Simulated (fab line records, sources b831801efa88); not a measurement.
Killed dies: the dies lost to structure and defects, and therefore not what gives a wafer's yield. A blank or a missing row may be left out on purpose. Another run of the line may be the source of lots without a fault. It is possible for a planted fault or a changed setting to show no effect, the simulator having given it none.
Chamber matching || flow sky130 || 4 sister chambers for SKY_VIA1_CMP_02 on cmp-01
The step polishes SiO2. 8 wafers are shown with their chamber, then 12 later ones without.

== WAFERS WITH THEIR CHAMBER ==
{"wafer": "L083.1", "chamber": 0, "motor-current-A (A)": 12.2, "platen-rpm (rpm)": 59.96}
{"wafer": "L086.3", "chamber": 0, "motor-current-A (A)": 12.3, "platen-rpm (rpm)": 59.99}
{"wafer": "L087.3", "chamber": 2, "motor-current-A (A)": 11.9, "platen-rpm (rpm)": 59.99}
{"wafer": "L087.4", "chamber": 1, "motor-current-A (A)": 10.0, "platen-rpm (rpm)": 60.04}
{"wafer": "L087.6", "chamber": 2, "motor-current-A (A)": 12.4, "platen-rpm (rpm)": 60.00}
{"wafer": "L088.2", "chamber": 3, "motor-current-A (A)": 11.7, "platen-rpm (rpm)": 59.99}
{"wafer": "L088.3", "chamber": 1, "motor-current-A (A)": 10.1, "platen-rpm (rpm)": 60.01}
{"wafer": "L088.6", "chamber": 3, "motor-current-A (A)": 11.8, "platen-rpm (rpm)": 59.95}

== WAFERS WHOSE CHAMBER IS MISSING ==
{"wafer": "L089.4", "motor-current-A (A)": 11.0, "platen-rpm (rpm)": 60.07}
{"wafer": "L089.5", "motor-current-A (A)": 12.6, "platen-rpm (rpm)": 60.02}
{"wafer": "L089.6", "motor-current-A (A)": 11.6, "platen-rpm (rpm)": 59.98}
{"wafer": "L092.2", "motor-current-A (A)": 12.2, "platen-rpm (rpm)": 59.95}
{"wafer": "L092.3", "motor-current-A (A)": 10.3, "platen-rpm (rpm)": 60.04}
{"wafer": "L092.6", "motor-current-A (A)": 10.2, "platen-rpm (rpm)": 60.03}
{"wafer": "L093.1", "motor-current-A (A)": 9.3, "platen-rpm (rpm)": 59.96}
{"wafer": "L093.3", "motor-current-A (A)": 12.6, "platen-rpm (rpm)": 60.04}
{"wafer": "L093.4", "motor-current-A (A)": 12.4, "platen-rpm (rpm)": 59.93}
{"wafer": "L095.2", "motor-current-A (A)": 12.0, "platen-rpm (rpm)": 60.09}
{"wafer": "L095.4", "motor-current-A (A)": 12.8, "platen-rpm (rpm)": 59.95}
{"wafer": "L095.5", "motor-current-A (A)": 12.6, "platen-rpm (rpm)": 60.01}

== WHICH CHAMBER EACH ONE RAN IN ==
{"wafer": "L089.4", "from the rows above": "can't be placed: 1 or 3 or 2", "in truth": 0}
{"wafer": "L089.5", "from the rows above": "can't be placed: 2 or 0", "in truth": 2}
{"wafer": "L089.6", "from the rows above": 3, "in truth": 3}
{"wafer": "L092.2", "from the rows above": "can't be placed: 0 or 2 or 3", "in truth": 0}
{"wafer": "L092.3", "from the rows above": 1, "in truth": 1}
{"wafer": "L092.6", "from the rows above": 1, "in truth": 1}
{"wafer": "L093.1", "from the rows above": 1, "in truth": 1}
{"wafer": "L093.3", "from the rows above": "can't be placed: 2 or 0", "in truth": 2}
{"wafer": "L093.4", "from the rows above": "can't be placed: 0 or 2 or 3", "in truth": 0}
{"wafer": "L095.2", "from the rows above": "can't be placed: 2 or 0 or 3", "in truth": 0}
{"wafer": "L095.4", "from the rows above": "can't be placed: 0 or 2", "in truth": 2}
{"wafer": "L095.5", "from the rows above": "can't be placed: 0 or 2", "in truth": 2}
Correctly placed: 4 of 12. Can't be placed from these rows: 8 (the true chamber is among the candidates in 7). Wrongly placed: 0.
How it was worked out, from the rows above alone: a wafer's distance from a chamber is the root of the sum, over the readings, of the square of ((its reading less the chamber's mean) divided by the reading's scatter). The wafer belongs to the nearest chamber; if the next one is less than 2 further off, it can't be placed. A chamber's mean is the mean of its shown wafers. The scatter: take each reading less its chamber's mean, square it, sum over the shown wafers, divide by the number of wafers less the number of chambers, and take the root.
